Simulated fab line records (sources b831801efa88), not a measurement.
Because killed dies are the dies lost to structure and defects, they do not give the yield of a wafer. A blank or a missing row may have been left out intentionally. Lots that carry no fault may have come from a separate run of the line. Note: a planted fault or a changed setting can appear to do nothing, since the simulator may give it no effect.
Matching of chambers -- flow gf180mcu -- GF_V2_ETCH_16 on rie diel-04: 4 sister chambers
The step etches BARC in N2/H2. 4 wafers are shown with their chamber, then 12 later ones without.

== WAFERS PAIRED WITH THEIR CHAMBERS ==
wafer,chamber,drypump motor current A (A)
L091.2,0,5.7
L091.4,3,5.3
L091.5,1,5.4
L091.6,2,5.5

== WAFERS MISSING THEIR CHAMBER ==
wafer,drypump motor current A (A)
L094.2,5.4
L094.5,5.8
L094.6,5.3
L096.1,5.3
L096.2,5.4
L096.3,5.8
L096.4,5.8
L096.5,5.4
L096.6,5.3
L097.1,5.5
L097.3,5.4
L097.4,5.8

== THE CHAMBER EACH PASSED THROUGH ==
wafer,from the rows above,in truth
L094.2,can't be placed: 1 or 2 or 3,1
L094.5,0,0
L094.6,can't be placed: 3 or 1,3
L096.1,can't be placed: 3 or 1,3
L096.2,can't be placed: 1 or 2 or 3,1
L096.3,0,0
L096.4,0,0
L096.5,can't be placed: 1 or 2 or 3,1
L096.6,can't be placed: 3 or 1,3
L097.1,can't be placed: 2 or 1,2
L097.3,can't be placed: 1 or 2 or 3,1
L097.4,0,0
Correct placement for 4 of the 12. Cannot be placed on the basis of these rows: 8; the candidates contain the true chamber in 8. Number placed wrongly: 0.
How it was worked out, from the rows above alone: a wafer's distance from a chamber is the root of the sum, over the readings, of the square of ((its reading less the chamber's mean) divided by the reading's scatter). If the next closest chamber is less than 2 further off than the closest, the wafer can't be placed; otherwise it belongs to the closest. For every chamber, the mean is computed from those of its wafers that are shown. The scatter (one wafer shown for each chamber): square how far every hidden wafer sits from the nearest shown wafer, average those squares and take the square root.
